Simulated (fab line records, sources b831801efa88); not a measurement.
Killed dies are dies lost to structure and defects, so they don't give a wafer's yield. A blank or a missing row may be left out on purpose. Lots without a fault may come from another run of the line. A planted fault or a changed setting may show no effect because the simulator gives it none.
Problem report in the 8D (eight disciplines) form, filled by code | flow sky130 | the parts of the form that need people (team, actions taken, sign-off) are left out

1. THE PROBLEM
strip_time_to_endpoint_s at SKY_LDD_P_STRIP_10 reads a mean of 14.50 s on 2 wafers of 1 lot; wafers without a fault read 14.18 s with a standard deviation of 0.042. That is +7.7 standard deviations from the usual mean.
The step: strips in O2/N2.
First seen on wafer L221.3, day 25 01:26, on plasma_asher-03. The record holds 38 wafers of 13 lots with a number at this step. Rule for "out", or "out of limits": more than 4 standard deviations from the usual mean. The other wafers with a number count as sound.

2. WHAT IT IS AND WHAT IT IS NOT
question                    | is                       | is not
which readings at this step | strip_time_to_endpoint_s | drypump_motor_current_A, oes_product_au
which lots                  | L221                     | L205, L206, L207, L208, L209, L210, L211, L212, L214, L215, L225, L228
which wafers of those lots  | all that have a number   | -
read on which tools         | plasma_asher-03          | plasma_asher-01, plasma_asher-04
when                        | from day 25 01:26        | up to then (30 sound wafers); but 6 sound wafers of L225, L228 came after

3. SUSPECTS, AND WHAT RULES EACH OUT
Counting: a tool at a process step up to the reading stays a suspect if it ran every lot that is out and no sound lot after the first of them.
- plasma_asher-02 at SKY_POLY_GATE_STRIP_18 (strips in O2/N2): kept. It ran the lot that is out, L221 (day 22 09:13), and no sound lot after that; its last sound lot up to then is L210 (day 18 08:31).
- litho_track-01 at SKY_LDD_P_COAT_02 (resist thk 1140 nm): kept. It ran the lot that is out, L221 (day 24 10:29), and no sound lot after that; its last sound lot up to then is L214 (day 21 18:20).
- plasma_asher-03 at SKY_LDD_P_STRIP_10 (strips in O2/N2): kept. It ran the lot that is out, L221 (day 25 01:26), and no sound lot after that; its last sound lot up to then is L215 (day 22 21:50). Its own readings are out on those wafers: strip_time_to_endpoint_s.
Left after counting: plasma_asher-02 at SKY_POLY_GATE_STRIP_18, litho_track-01 at SKY_LDD_P_COAT_02, plasma_asher-03 at SKY_LDD_P_STRIP_10.

4. THE CAUSE (what the simulator had put in)
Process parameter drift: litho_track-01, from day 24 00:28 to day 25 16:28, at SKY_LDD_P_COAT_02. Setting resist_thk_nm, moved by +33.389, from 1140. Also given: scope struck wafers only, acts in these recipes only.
Counting left 3 suspects, and this tool is among them.

5. THE CHAIN OF EFFECTS, in route order
Each row: a reading whose mean over the struck wafers that have a number lies more than 3 standard deviations from the usual. Only readings for which the record gives a usual standard deviation are gone through. hours: the time from each lot's start at the first step in this table that gives one to its start at this step, as a median over the lots. sigmas: the change in usual standard deviations.
hours | step               | reading                  | usual   | on struck wafers | change | sigmas
0     | SKY_LDD_P_STRIP_10 | strip_time_to_endpoint_s | 14.18 s | 14.50            | +0.32  | +7.7
The process steps in it:
- SKY_LDD_P_STRIP_10: strips in O2/N2.
Later measuring or inspecting steps at which every struck wafer that the step has a row for has a number for every such reading, and none has moved that far: SKY_LDD_HVN_OVL_MEAS_07.

6. WHAT WOULD HAVE CAUGHT IT SOONER
In this record the first reading out of limits was taken at day 25 01:26, 25 hours after the fault began at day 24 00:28.
All the lots that are out (1) had begun SKY_LDD_P_COAT_02 on litho_track-01 by day 25 01:26. A hold on the tool at that time would have spared none of them.
